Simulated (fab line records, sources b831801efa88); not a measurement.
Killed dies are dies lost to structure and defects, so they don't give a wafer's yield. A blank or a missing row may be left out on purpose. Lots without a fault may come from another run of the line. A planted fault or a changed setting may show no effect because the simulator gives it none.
A struck lot beside a sound one | flow sky130 | 31 steps out of a route of 708
Sound: wafers L781.1, L781.3, L781.6. Struck: wafers L789.2, L789.4, L789.6. The cause comes at the end.
At each step with rows: each side's tool, then ch and its chambers, then its first start. Under that, the readings that differ: sound wafers | struck wafers | difference of the means | sigmas: that difference in standard deviations of wafers without a fault.
alike: readings whose means differ by less than 2 such deviations, and words and numbers that are the same on both sides. not compared: withheld readings, readings that some wafer has no value for, bounds like >300 that may hide the same value, and numbers for which the record gives no deviation and whose values overlap.
The two part at a step that has a row with sigmas, a row that says differs or no value, or rows on one side only. Numbers that don't overlap but have no deviation are shown without sigmas and don't part them. A reading that every wafer of one side lacks parts them only if that side has two wafers or more.

SKY_VIA1_ETCH_15: etches SiO2 in C4F8/O2/Ar, stops on TiN, target depth 351 nm, time 54 s.
  sound on rie_diel-03 ch 0,2,3, day 35 21:52; struck on rie_diel-04 ch 1,3, day 39 02:58
  alike: oes_product_au
  not compared: rf_hours_counter_h
SKY_VIA1_STRIP_16: strips in O2/N2.
  sound on plasma_asher-01 ch 0,1, day 35 21:55; struck on plasma_asher-03 ch 0,1, day 39 03:01
  alike: drypump_motor_current_A, n2_flow_sccm, oes_product_au, strip_time_to_endpoint_s
  not compared: rf_hours_counter_h
then, 3 steps without rows for these wafers: SKY_VIA1_STRIP_17 (strips in post etch residue remover, time 1200 s); SKY_VIA1_CLEAN_18 (cleans in IPA, time 180 s); SKY_VIA1_CLEAN_19 (cleans in O3/DIW).
SKY_VIA1_SPUTTER_20: material TiN, target thk 20 nm, time 80 s.
  sound on pvd_sputter-02, day 35 22:30; struck on pvd_sputter-01, day 39 03:39
  alike: cathode_dc_power_W, throttle_valve_pct
SKY_VIA1_CVD_21: deposits W, target thk 270 nm, time 80.902 s.
  sound on cvd_w-02 ch 0,1, day 35 22:34; struck on cvd_w-01 ch 1, day 39 03:43
  reading            | sound         | struck      | difference | sigmas
  heater_power_w (W) | 1041 936 1071 | 775 807 803 | -221       | -2
SKY_VIA1_RS_MEAS_22: measures by four-point-probe.
  sound on film_metro-01, day 35 22:40; struck on film_metro-01, day 39 03:50
  alike: VIA1_W_RS
SKY_VIA1_THK_MEAS_23: measures by xrf.
  sound on film_metro-01, day 35 22:47; struck on film_metro-01, day 39 03:56
  alike: VIA1_W_THK
then, 3 steps without rows for these wafers: SKY_VIA1_CMP_24 (polishes, stops on SiO2, t overpolish 15 s, target thk 0 nm); SKY_METAL2_SPUTTER_00 (material Ti, target thk 15 nm, time 10 s); SKY_METAL2_SPUTTER_01 (material TiN, target thk 20 nm, time 16.7 s).
SKY_METAL2_SPUTTER_02: material AlCu, target thk 250 nm, time 13.3 s.
  sound on pvd_sputter-02, day 35 23:11; struck on pvd_sputter-04, day 39 05:07
  reading                                     | sound           | struck            | difference | sigmas
  model.AlCu_of_METAL2_SPUTTER_02.thk_nm (nm) | 252.8 248.5 249 | 185.6 184.9 183.7 | -65.4      |
  alike: cathode_dc_power_W, throttle_valve_pct
then, 2 steps without rows for these wafers: SKY_METAL2_SPUTTER_03 (material Ti, target thk 5 nm, time 3.3 s); SKY_METAL2_SPUTTER_04 (material TiN, target thk 70 nm, time 58.3 s).
SKY_METAL2_RS_MEAS_05: measures by four-point-probe.
  sound on film_metro-03, day 35 23:17; struck on film_metro-02, day 39 05:31
  reading                 | sound                | struck               | difference | sigmas
  METAL2_ALCU_RS (ohm/sq) | 0.1256 0.1275 0.1271 | 0.1727 0.1733 0.1744 | +0.0467    | +33
  not compared: hold
SKY_METAL2_THK_MEAS_06: measures by xrf.
  sound on film_metro-03, day 35 23:25; struck on film_metro-02, day 39 06:44
  reading              | sound             | struck            | difference | sigmas
  METAL2_ALCU_THK (nm) | 250.2 246.8 245.3 | 184.0 183.5 183.1 | -63.9      | -22
  not compared: hold
then, 7 steps without rows for these wafers: SKY_METAL2_HMDS_08 (prime time 60 s); SKY_METAL2_COAT_09 (resist thk 60 nm); SKY_METAL2_COAT_10 (resist thk 450 nm); SKY_METAL2_SOFTBAKE_11 (time 90 s); SKY_METAL2_EXPOSE_12 (exposes mask MM2, target cd 140 nm); SKY_METAL2_PEB_13; SKY_METAL2_DEVELOP_14 (develop time 60 s).
SKY_METAL2_CD_MEAS_15: target cd 140 nm.
  sound on cd_sem-01, day 37 01:29; struck on cd_sem-02, day 40 05:42
  alike: cd_nm
SKY_METAL2_OVL_MEAS_16:
  sound on overlay-02, day 37 01:36; struck on overlay-02, day 40 05:49
  alike: METAL2_OVL
SKY_METAL2_DESCUM_17: chemistry O2, time 8 s.
  sound on rie_metal-04 ch 0,1, day 37 01:38; struck on rie_metal-01 ch 0, day 40 05:51
  alike: drypump_motor_current_A, he_backside_leak_sccm, oes_product_au
  not compared: rf_hours_counter_h
then, 1 step without rows for these wafers: SKY_METAL2_ETCH_18 (etches BARC in N2/H2, stops on SiO2, time 45.9 s, target depth 60 nm).
SKY_METAL2_METAL_ETCH_19: etches the open film in Cl2/BCl3, stops on SiO2, target depth 360 nm, time 78 s.
  sound on rie_metal-04 ch 0,1, day 37 01:44; struck on rie_metal-01 ch 0, day 40 06:04
  reading               | sound             | struck            | difference | sigmas
  oes_product_au (a.u.) | 0.858 0.854 0.855 | 0.795 0.794 0.806 | -0.057     | -10
  alike: bcl3_flow_sccm, drypump_motor_current_A, he_backside_leak_sccm, throttle_valve_pct
  not compared: rf_hours_counter_h
then, 1 step without rows for these wafers: SKY_METAL2_STRIP_20 (strips in O2/N2).
-- the record jumps here: 10 days lie between the struck wafers' starts before and after (it left off in module METAL2 and takes up again in module PAD_OPEN, whose first step shown is number 708 of the route) --
SKY_PAD_OPEN_PROBE_99:
  sound on prober-02, day 47 12:17; struck on prober-02, day 49 19:08
  reading                      | sound                | struck               | difference | sigmas
  model.etest.met2.line_ohm_um | 0.944 0.9532 0.9189  | 1.306 1.248 1.277    | +0.338     |
  model.etest.met2.rs_ohm_sq   | 0.1281 0.1299 0.1286 | 0.1772 0.1749 0.1764 | +0.0473    |
  alike: defect_limited_yield, killed_at_M0_to_M3, killed_at_M4_up, killed_at_contacts, killed_at_front_end, killed_at_other, killed_dies, killed_open, killed_short, sort_bin_3_pad_short, sort_bin_5_function, sort_bin_6_memory, sort_n_pass, sort_yield_pct

WHERE THEY PART
First at SKY_VIA1_CVD_21; last, within this record, at SKY_METAL2_METAL_ETCH_19. Later steps at which nothing parts them and some readings are alike: SKY_PAD_OPEN_PROBE_99.

WHY: what the simulator had put in
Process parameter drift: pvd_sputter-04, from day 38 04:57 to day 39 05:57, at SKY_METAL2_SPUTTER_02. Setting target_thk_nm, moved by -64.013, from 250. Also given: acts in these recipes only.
